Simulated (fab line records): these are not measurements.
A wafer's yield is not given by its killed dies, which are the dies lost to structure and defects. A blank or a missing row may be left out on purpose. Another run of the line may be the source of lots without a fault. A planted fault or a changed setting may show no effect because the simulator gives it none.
A struck lot beside a sound one ; flow sky130 ; 15 out of 708 route steps
Sound: wafers L906.1, L906.2, L906.6. Struck: wafers L894.1, L894.4, L894.6. The cause is given at the end.
Each step with rows lists, per side, the tool, then ch with its chambers, then its first start. Under that, the readings that differ: sound wafers ; struck wafers ; difference of the means ; sigmas: that difference in standard deviations of wafers without a fault.
alike: readings with means less than 2 such deviations apart, plus words and numbers identical on both sides. not compared: withheld readings, readings lacking a value on some wafer, bounds such as >300 that could conceal the same value, and numbers that have no deviation in the record and whose values overlap.
Wherever a step has rows on one side only, a row that says differs or no value, or a row with sigmas, the two part there. Non-overlapping numbers with no deviation appear without sigmas and do not part them. Lack of a reading on every wafer of one side parts them only where that side has two or more wafers.

SKY_FIELD_ISO_ETCH_17: etches Si in HBr/Cl2/O2, target depth 342 nm, time 97.7 s.
  sound on rie si-01 ch 0,1,3, day 6 14:02; struck on rie si-02 ch 0,2,3, day 3 22:14
  alike: HBr_flow_sccm, O2_flow_sccm, drypump motor current A, oes product au, rf fwd power W, throttle valve pct
  not compared: rf hours counter h
then, 5 steps without rows for these wafers: SKY_FIELD_ISO_WET_ETCH_18 (etches Si3N4 in H3PO4, target depth 25 nm, time 286 s); SKY_FIELD_ISO_CLEAN_19 (cleans in SC1/SC2, time 150 s); SKY_FIELD_ISO_CLEAN_20 (cleans in dHF, time 20 s); SKY_FIELD_ISO_WET_ETCH_21 (etches SiO2 in dHF, target depth 20 nm, time 400 s); SKY_FIELD_ISO_OXIDATION_22 (stabilise 600 s, purge 300 s, target thk 10 nm).
SKY_FIELD_ISO_THK_MEAS_23:
  struck on film metro-01, day 4 00:11; sound on film metro-03, day 6 17:33
  alike: FIELD_ISO_OXIDATION_01_THK
then, 1 step without rows for these wafers: SKY_FIELD_ISO_CVD_24 (deposits SiO2, target thk 595 nm, time 99.2 s).
SKY_FIELD_ISO_THK_MEAS_25:
  struck on film metro-03, day 4 00:19; sound on film metro-01, day 6 17:41
  alike: FIELD_ISO_CVD_24_THK
then, 1 step without rows for these wafers: SKY_FIELD_ISO_ANNEAL_26 (time 1800 s).
SKY_FIELD_ISO_CMP_27: polishes, stops on Si3N4, t overpolish 16 s, target thk 457.8 nm.
  sound on cmp-02 ch 0,1,3, day 6 20:40; struck on cmp-02 ch 0,1,3, day 4 03:10
  alike: motor current A, overpolish run s, platen rpm, time to endpoint s
then, 1 step without rows for these wafers: SKY_FIELD_ISO_WET_ETCH_28 (etches SiO2 in dHF, target depth 23.7 nm, time 47 s).
SKY_FIELD_ISO_WET_ETCH_29: etches Si3N4 in H3PO4, target depth 160 nm, time 1825 s.
  sound on wet bench-01 ch 1, day 6 20:53; struck on wet bench-01 ch 3, day 4 03:29
  no value came back on the struck wafers for bath guard temp C (C), bath heat duty pct (%); on the sound wafers bath guard temp C (C) reads 160.0 159.7 159.9
reading;sound;struck;difference;sigmas
model.Si3N4_of_FIELD_ISO_CVD_03.thk nm (nm);0 0 0;121 119.5 119.3;+120;
then, 1 step without rows for these wafers: SKY_FIELD_ISO_WET_ETCH_30 (etches SiO2 in dHF, target depth 25 nm, time 50 s).
-- record jumps: 44 days separate the struck wafers' starts on either side; left off in module FIELD_ISO, taken up again in module PAD_OPEN, whose first shown step is the route's number 708 --
SKY_PAD_OPEN_PROBE_99:
  struck on prober-01, day 47 22:32; sound on prober-01, day 50 11:03
reading;sound;struck;difference;sigmas
killed at front end;16 10 12;430 420 424;+412;+94
killed dies;69 60 69;492 492 492;+426;+43
killed on rim;12 8 13;96 96 96;+85;+22
  alike: killed_at_M0_to_M3, killed_at_M4_up, killed at contacts, killed at other, killed open, killed short

WHERE THEY PART
Last at SKY_PAD_OPEN_PROBE_99 as far as this record goes, first at SKY_FIELD_ISO_WET_ETCH_29.

WHY: what the simulator had put in
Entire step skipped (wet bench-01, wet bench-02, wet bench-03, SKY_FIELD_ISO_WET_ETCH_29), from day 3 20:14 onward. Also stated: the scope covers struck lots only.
